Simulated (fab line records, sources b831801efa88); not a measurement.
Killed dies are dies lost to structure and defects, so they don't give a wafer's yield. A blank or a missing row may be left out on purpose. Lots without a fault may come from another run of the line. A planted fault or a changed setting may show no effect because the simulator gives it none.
Problem report in the 8D (eight disciplines) form, filled by code | flow sky130 | the parts of the form that need people (team, actions taken, sign-off) are left out

1. THE PROBLEM
plate_temp_C at SKY_POLY_GATE_SOFTBAKE_09 reads a mean of 93.44 C on 6 wafers of 2 lots; wafers without a fault read 100.00 C with a standard deviation of 0.14. That is -47 standard deviations from the usual mean.
The step: time 90 s.
First seen on wafer L450.1, day 21 05:00, on litho_track-03. The record holds 42 wafers of 14 lots with a number at this step. Rule for "out", or "out of limits": more than 4 standard deviations from the usual mean. The other wafers with a number count as sound.

2. WHAT IT IS AND WHAT IT IS NOT
question                    | is                                 | is not
which readings at this step | plate_temp_C, heater_power_total_W | -
which lots                  | L450, L452                         | L436, L437, L439, L440, L442, L443, L444, L445, L449, L454, L456, L459
which wafers of those lots  | all that have a number             | -
read on which tools         | litho_track-03                     | litho_track-02, litho_track-04
when                        | from day 21 05:00                  | up to then (27 sound wafers); but 9 sound wafers of L454, L456, L459 came after

3. SUSPECTS, AND WHAT RULES EACH OUT
Counting: a tool at a process step up to the reading stays a suspect if it ran every lot that is out and no sound lot after the first of them.
- litho_track-03 at SKY_POLY_GATE_SOFTBAKE_09 (time 90 s): kept. It ran every lot that is out, first L450 (day 21 05:00), and no sound lot after that; its last sound lot up to then is L445 (day 19 03:00). Its own readings are out on those wafers: heater_power_total_W, plate_temp_C.
Left after counting: litho_track-03 at SKY_POLY_GATE_SOFTBAKE_09.

4. THE CAUSE (what the simulator had put in)
Process parameter drift: litho_track-03, from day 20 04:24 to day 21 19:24, at SKY_POLY_GATE_SOFTBAKE_09. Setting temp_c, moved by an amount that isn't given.
Counting left only this tool.

5. THE CHAIN OF EFFECTS, in route order
Each row: a reading whose mean over the struck wafers that have a number lies more than 3 standard deviations from the usual. Only readings for which the record gives a usual standard deviation are gone through. hours: the time from each lot's start at the first step in this table that gives one to its start at this step, as a median over the lots. sigmas: the change in usual standard deviations.
hours | step                      | reading              | usual    | on struck wafers | change | sigmas
0     | SKY_POLY_GATE_SOFTBAKE_09 | heater_power_total_W | 57.35 W  | 52.26            | -5.09  | -46
0     | SKY_POLY_GATE_SOFTBAKE_09 | plate_temp_C         | 100.00 C | 93.44            | -6.56  | -47
The process steps in it:
- SKY_POLY_GATE_SOFTBAKE_09: time 90 s.
Later measuring or inspecting steps at which every struck wafer that the step has a row for has a number for every such reading, and none has moved that far: SKY_POLY_GATE_OVL_MEAS_14.

6. WHAT WOULD HAVE CAUGHT IT SOONER
In this record the first reading out of limits was taken at day 21 05:00, 25 hours after the fault began at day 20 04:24.
